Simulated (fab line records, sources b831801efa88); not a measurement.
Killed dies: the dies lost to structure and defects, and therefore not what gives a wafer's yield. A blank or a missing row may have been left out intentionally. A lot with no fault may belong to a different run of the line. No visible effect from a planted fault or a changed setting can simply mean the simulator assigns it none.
Which of the tools did it? | flow sky130 | 39 wafers from 13 lots sampled at 5 of the route's 708 steps

== WHAT EACH GAUGE READ, for each wafer ==
SKY_VT_ADJUST_NCORE_TW_MEAS_11. Usual: VT_ADJUST_NCORE_TW gives 220.6 (standard deviation 1.2).
lot  | measured     | on            | VT_ADJUST_NCORE_TW | flag
L568 | day 9 11:52  | film_metro-04 | 221.2 222.0 222.7  |
L570 | day 9 21:59  | film_metro-04 | 221.7 221.3 221.2  |
L571 | day 10 02:13 | film_metro-01 | 219.5 219.0 219.2  |
L572 | day 10 04:28 | film_metro-01 | 218.2 219.1 218.7  |
L573 | day 10 05:43 | film_metro-03 | 222.4 221.8 221.8  |
L574 | day 10 18:57 | film_metro-03 | 223.1 223.8 222.1  |
L575 | day 10 19:40 | film_metro-04 | 220.7 220.7 220.8  |
L576 | day 11 07:16 | film_metro-03 | 220.5 220.2 221.2  |
L577 | day 11 13:25 | film_metro-04 | 221.3 220.9 219.5  |
L578 | day 11 16:32 | film_metro-04 | 219.9 219.8 219.7  |
L580 | day 12 02:17 | film_metro-03 | 221.4 219.2 220.2  |
L581 | day 12 08:14 | film_metro-03 | 220.4 220.1 221.3  |
L586 | day 13 19:50 | film_metro-04 | 220.9 220.2 220.2  |

SKY_POLY_GATE_THK_MEAS_01. Usual: POLY_GATE_CVD_00_THK gives 179.9 nm (standard deviation 1.6).
lot  | measured     | on            | POLY_GATE_CVD_00_THK (nm)           | flag
L568 | day 14 21:50 | film_metro-01 | 183.7 184.0 181.6                   |
L570 | day 15 13:23 | film_metro-02 | 178.2 179.8 179.2                   |
L571 | day 15 16:11 | film_metro-02 | 177.7 178.9 176.0                   |
L572 | day 15 20:08 | film_metro-02 | 181.0 181.2 179.7                   |
L573 | day 15 21:39 | film_metro-02 | 177.4 178.7 177.1                   |
L574 | day 16 12:12 | film_metro-01 | 182.3 184.2 182.2                   |
L575 | day 16 15:53 | film_metro-03 | 181.5 180.3 181.9                   |
L576 | day 17 06:55 | film_metro-03 | 179.6 179.6 178.9                   |
L577 | day 17 12:00 | film_metro-02 | 179.1 178.5 179.2                   |
L578 | day 17 14:43 | film_metro-01 | 181.1 180.4 179.9                   |
L580 | day 18 04:19 | film_metro-03 | 180.1 180.3 180.2                   |
L581 | day 18 15:00 | film_metro-02 | 180.7 182.9 182.1                   |
L586 | day 20 10:53 | film_metro-02 | 197.2 196.4 195.5 197.3 196.6 195.5 | OFF

SKY_LOCAL_INTERCONNECT_OVL_MEAS_12. Usual: LOCAL_INTERCONNECT_OVL gives 1 nm (standard deviation 4.6).
lot  | measured     | on         | LOCAL_INTERCONNECT_OVL (nm) | flag
L568 | day 31 05:34 | overlay-01 | -5 1 -4                     |
L570 | day 32 00:25 | overlay-01 | -4 7 6                      |
L571 | day 32 02:01 | overlay-02 | 3 1 3                       |
L572 | day 32 06:15 | overlay-01 | 0 -8 2                      |
L573 | day 32 09:01 | overlay-01 | 4 0 -1                      |
L574 | day 32 19:25 | overlay-02 | 9 -2 10                     |
L575 | day 33 00:58 | overlay-01 | 0 5 0                       |
L576 | day 33 13:37 | overlay-02 | -9 1 0                      |
L577 | day 33 18:41 | overlay-01 | 7 1 12                      |
L578 | day 33 23:25 | overlay-01 | 0 1 2                       |
L580 | day 34 07:07 | overlay-02 | -4 -1 -3                    |
L581 | day 35 03:10 | overlay-01 | 2 -6 2                      |
L586 | day 36 04:59 | overlay-02 | -4                          |

== TOOL THAT RAN EACH LOT (tool first, then ch and the chambers of the sampled wafers, then the start) ==
lot  | SKY_POLY_GATE_CVD_00        | SKY_SD_P_STRIP_10
L568 | lpcvd-01 ch 1, day 14 20:37 | plasma_asher-02 ch 0,1, day 26 08:43
L570 | lpcvd-01 ch 0, day 15 12:10 | plasma_asher-04 ch 0,1, day 27 05:25
L571 | lpcvd-01 ch 0, day 15 14:59 | plasma_asher-04 ch 0,1, day 27 06:40
L572 | lpcvd-01 ch 1, day 15 18:55 | plasma_asher-04 ch 0,1, day 27 13:29
L573 | lpcvd-01 ch 1, day 15 20:27 | plasma_asher-04 ch 0,1, day 27 15:00
L574 | lpcvd-01 ch 1, day 16 10:59 | plasma_asher-03 ch 0,1, day 28 02:28
L575 | lpcvd-01 ch 0, day 16 14:41 | plasma_asher-04 ch 0,1, day 28 06:28
L576 | lpcvd-01 ch 0, day 17 05:43 | plasma_asher-04 ch 0,1, day 28 19:47
L577 | lpcvd-01 ch 0, day 17 10:47 | plasma_asher-02 ch 0,1, day 29 01:20
L578 | lpcvd-01 ch 0, day 17 13:30 | plasma_asher-04 ch 0,1, day 29 06:23
L580 | lpcvd-01 ch 0, day 18 03:07 | plasma_asher-04 ch 0,1, day 29 14:26
L581 | lpcvd-01 ch 1, day 18 13:47 | plasma_asher-03 ch 0,1, day 30 11:05
L586 | lpcvd-01 ch 0, day 20 09:41 | plasma_asher-04 ch 0,1, day 31 14:20
- SKY_POLY_GATE_CVD_00: deposits poly-Si, target thk 180 nm, time 720 s.
- SKY_SD_P_STRIP_10: strips in O2/N2.

== AS READ BY THE TOOLS THEMSELVES (means over the sampled wafers that have a number; for cases with no such wafer, the mark the record gives instead) ==
SKY_POLY_GATE_CVD_00. Usual: spike_tc_lower_C 620.4 C, standard deviation 1.2; spike_tc_upper_C 621.1 C, standard deviation 0.97; susceptor_temp_C 619.95 C, standard deviation 0.28.
lot  | tool     | spike_tc_lower_C (C) | spike_tc_upper_C (C) | susceptor_temp_C (C) | flag
L568 | lpcvd-01 | 620.1                | 621.2                | 620.06               |
L570 | lpcvd-01 | 621.2                | 620.8                | 619.80               |
L571 | lpcvd-01 | 621.1                | 621.6                | 620.36               |
L572 | lpcvd-01 | 620.3                | 620.6                | 619.85               |
L573 | lpcvd-01 | 621.3                | 621.9                | 620.12               |
L574 | lpcvd-01 | 619.5                | 621.4                | 619.76               |
L575 | lpcvd-01 | 622.0                | 621.3                | 619.78               |
L576 | lpcvd-01 | 620.4                | 621.0                | 620.00               |
L577 | lpcvd-01 | 620.5                | 621.6                | 620.01               |
L578 | lpcvd-01 | 620.0                | 621.4                | 619.99               |
L580 | lpcvd-01 | 620.2                | 620.7                | 619.96               |
L581 | lpcvd-01 | 620.0                | 620.8                | 620.03               |
L586 | lpcvd-01 | 624.1                | 625.4                | 623.63               | OFF

SKY_SD_P_STRIP_10. Usual: drypump_motor_current_A 5.7 A, standard deviation 0.39; oes_product_au 0.617 a.u., standard deviation 0.0043; strip_time_to_endpoint_s 17.49 s, standard deviation 0.037.
lot  | tool            | drypump_motor_current_A (A) | oes_product_au (a.u.) | strip_time_to_endpoint_s (s) | flag
L568 | plasma_asher-02 | 5.1                         | 0.618                 | 17.50                        |
L570 | plasma_asher-04 | 5.8                         | 0.617                 | 17.53                        |
L571 | plasma_asher-04 | 5.8                         | 0.616                 | 17.50                        |
L572 | plasma_asher-04 | 5.9                         | 0.617                 | 17.46                        |
L573 | plasma_asher-04 | 5.8                         | 0.618                 | 17.52                        |
L574 | plasma_asher-03 | 5.4                         | 0.610                 | 17.48                        |
L575 | plasma_asher-04 | 5.8                         | 0.613                 | 17.45                        |
L576 | plasma_asher-04 | 5.8                         | 0.612                 | 17.47                        |
L577 | plasma_asher-02 | 5.1                         | 0.618                 | 17.49                        |
L578 | plasma_asher-04 | 5.9                         | 0.620                 | 17.52                        |
L580 | plasma_asher-04 | 5.8                         | 0.614                 | 17.42                        |
L581 | plasma_asher-03 | 5.9                         | 0.615                 | 17.46                        |
L586 | plasma_asher-04 | 5.8                         | 0.619                 | 17.53                        |

== THE ANSWER, worked out from the rows above alone ==
Rule: take the mean of a lot's wafers that have a number; if it is more than 3 standard deviations from the usual mean, the lot is off. A lot without any number at a reading at which 4 lots or more have one is off too. Where the step has rows for the other lots, those lots are counted as sound. After the gauges, taken in route order, come the tools' own readings; for these a lot's mean is taken, as printed above. The first step at which some lot is off is used, and at that step the reading that is off furthest; a lot without a number counts as furthest.
Off: L586, seen at SKY_POLY_GATE_THK_MEAS_01 (POLY_GATE_CVD_00_THK).
A tool fits if, at a process step before that reading, it ran every lot that is off, and no sound lot after the first of them. The gauges at SKY_POLY_GATE_THK_MEAS_01 aren't tried: what is off there is off at SKY_POLY_GATE_CVD_00 too, on other tools, and a gauge's error can't cause that. One fits: SKY_POLY_GATE_CVD_00 on lpcvd-01. Its last sound lot is L581 (day 18 13:47), its first lot that is off L586 (day 20 09:41): a fault that began between those two fits.
The tool's own readings at SKY_POLY_GATE_CVD_00 bear it out: on the lots that are off they differ by more than 5 times the standard deviation of the sound lots' means. spike_tc_lower_C reads 624.1 C there against 620.5 C on the sound lots; spike_tc_upper_C reads 625.4 C there against 621.2 C on the sound lots; susceptor_temp_C reads 623.63 C there against 619.98 C on the sound lots.

== WHAT THE SIMULATOR HAD PUT IN ==
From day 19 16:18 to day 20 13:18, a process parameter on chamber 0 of lpcvd-01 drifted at SKY_POLY_GATE_CVD_00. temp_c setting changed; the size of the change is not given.
Struck lots among those shown: L586. The rule above reached the same finding.
